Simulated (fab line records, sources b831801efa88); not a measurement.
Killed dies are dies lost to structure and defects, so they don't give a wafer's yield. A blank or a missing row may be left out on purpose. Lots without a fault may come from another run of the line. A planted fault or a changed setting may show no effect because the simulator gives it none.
A struck lot beside a sound one | flow sky130 | 23 steps out of a route of 708
Sound: wafers L271.1, L271.3, L271.5. Struck: wafers L282.1, L282.3, L282.5. The cause comes at the end.
At each step with rows: each side's tool, then ch and its chambers, then its first start. Under that, the readings that differ: sound wafers | struck wafers | difference of the means | sigmas: that difference in standard deviations of wafers without a fault.
alike: readings whose means differ by less than 2 such deviations, and words and numbers that are the same on both sides. not compared: withheld readings, readings that some wafer has no value for, bounds like >300 that may hide the same value, and numbers for which the record gives no deviation and whose values overlap.
The two part at a step that has a row with sigmas, a row that says differs or no value, or rows on one side only. Numbers that don't overlap but have no deviation are shown without sigmas and don't part them. A reading that every wafer of one side lacks parts them only if that side has two wafers or more.

first, 1 step without rows for these wafers: SKY_POLY_GATE_OXIDATION_20 (stabilise 600 s, purge 300 s, target thk 4 nm).
SKY_POLY_GATE_THK_MEAS_21:
  sound on film_metro-04, day 19 11:32; struck on film_metro-02, day 23 13:08
  alike: POLY_GATE_OXIDATION_THK
SKY_POLY_GATE_CD_MEAS_22:
  sound on cd_sem-02, day 19 11:35; struck on cd_sem-02, day 23 13:11
  alike: cd_nm
then, 7 steps without rows for these wafers: SKY_LDD_N_DEHYDRATE_00 (time 60 s); SKY_LDD_N_HMDS_01 (prime time 60 s); SKY_LDD_N_COAT_02 (resist thk 300 nm); SKY_LDD_N_SOFTBAKE_03 (time 60 s); SKY_LDD_N_EXPOSE_04 (exposes mask NTM, target cd 840 nm); SKY_LDD_N_PEB_05; SKY_LDD_N_DEVELOP_06 (develop time 60 s).
SKY_LDD_N_OVL_MEAS_07:
  sound on overlay-02, day 20 18:43; struck on overlay-01, day 24 18:46
  alike: LDD_N_OVL
then, 1 step without rows for these wafers: SKY_LDD_N_IMPLANT_08.
SKY_LDD_N_IMPLANT_09:
  sound on implanter-02 ch 0, day 20 18:54; struck on implanter-04 ch 0, day 24 18:56
  reading            | sound                         | struck                        | difference | sigmas
  dose_ions_cm2      | 7.501e+13 7.511e+13 7.519e+13 | 5.052e+13 5.043e+13 5.042e+13 | -2.465e+13 | -99 or more
  faraday_current_uA | 416 411 417                   | 293 291 280                   | -127       | -15
then, 6 steps without rows for these wafers: SKY_LDD_N_IMPLANT_10; SKY_LDD_N_IMPLANT_11; SKY_LDD_N_IMPLANT_12; SKY_LDD_N_IMPLANT_13; SKY_LDD_N_IMPLANT_14; SKY_LDD_N_IMPLANT_15.
SKY_LDD_N_STRIP_16: strips in O2/N2.
  sound on plasma_asher-03 ch 0,1, day 20 19:57; struck on plasma_asher-02 ch 0, day 24 19:59
  reading                      | sound             | struck            | difference | sigmas
  strip_time_to_endpoint_s (s) | 4.328 4.332 4.312 | 4.252 4.268 4.266 | -0.062     | -4
  alike: drypump_motor_current_A, n2_flow_sccm, oes_product_au
  not compared: rf_hours_counter_h
SKY_LDD_N_TW_MEAS_17:
  sound on film_metro-03, day 20 20:03; struck on film_metro-02, day 24 20:05
  reading  | sound          | struck         | difference | sigmas
  LDD_N_TW | 2605 2593 2601 | 2554 2574 2570 | -34        | -3
then, 1 step without rows for these wafers: SKY_LDD_P_DEHYDRATE_00 (time 60 s).
-- the record jumps here: 25 days lie between the struck wafers' starts before and after (it left off in module LDD_P and takes up again in module PAD_OPEN, whose first step shown is number 708 of the route) --
SKY_PAD_OPEN_PROBE_99:
  sound on prober-02, day 48 02:05; struck on prober-02, day 50 07:05
  reading                     | sound             | struck            | difference | sigmas
  killed_at_other             | 1 1 2             | 0 0 0             | -1         | -2
  model.etest.tip_n.rs_ohm_sq | 438.7 437.7 436.3 | 462.6 460.5 463.1 | +24.5      |
  alike: killed_at_M0_to_M3, killed_at_M4_up, killed_at_contacts, killed_at_front_end, killed_dies, killed_open, killed_short

WHERE THEY PART
First at SKY_LDD_N_IMPLANT_09; last, within this record, at SKY_PAD_OPEN_PROBE_99.

WHY: what the simulator had put in
Process parameter drift: implanter-04, from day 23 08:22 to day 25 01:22, at SKY_LDD_N_IMPLANT_09. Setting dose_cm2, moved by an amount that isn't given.
